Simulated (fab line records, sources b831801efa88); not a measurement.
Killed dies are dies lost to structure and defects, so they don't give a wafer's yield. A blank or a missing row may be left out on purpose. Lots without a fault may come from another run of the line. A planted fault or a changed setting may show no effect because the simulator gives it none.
Chamber matching | flow gf180mcu | GF_V3_CMP_04 on cmp-01: 4 sister chambers
The step polishes SiO2. 4 wafers are shown with their chamber, then 8 later ones without.

WAFERS WITH THEIR CHAMBER
wafer  | chamber | motor_current_A (A)
L777.4 | 2       | 11.3
L783.2 | 1       | 11.7
L783.6 | 0       | 11.5
L786.1 | 3       | 11.4

WAFERS WITHOUT THEIR CHAMBER
wafer  | motor_current_A (A)
L786.2 | 12.8
L786.4 | 12.4
L787.1 | 12.0
L787.5 | 11.2
L787.6 | 12.5
L793.3 | 11.1
L793.5 | 12.4
L793.6 | 10.8

WHICH CHAMBER EACH WENT THROUGH
wafer  | from the rows above               | in truth
L786.2 | can't be placed: 1 or 0 or 3 or 2 | 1
L786.4 | can't be placed: 1 or 0 or 3 or 2 | 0
L787.1 | can't be placed: 1 or 0 or 3 or 2 | 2
L787.5 | can't be placed: 2 or 3 or 0 or 1 | 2
L787.6 | can't be placed: 1 or 0 or 3 or 2 | 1
L793.3 | can't be placed: 2 or 3 or 0 or 1 | 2
L793.5 | can't be placed: 1 or 0 or 3 or 2 | 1
L793.6 | can't be placed: 2 or 3 or 0 or 1 | 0
Placed correctly: 0 of 8. Can't be placed from these rows: 8 (the true chamber is among the candidates in 8). Placed wrongly: 0.
How it was worked out, from the rows above alone: a wafer's distance from a chamber is the root of the sum, over the readings, of the square of ((its reading less the chamber's mean) divided by the reading's scatter). The wafer belongs to the nearest chamber; if the next one is less than 2 further off, it can't be placed. A chamber's mean is the mean of its shown wafers. The scatter: with one shown wafer a chamber, the root of the mean of the squares of how far each hidden wafer lies from its nearest shown one.
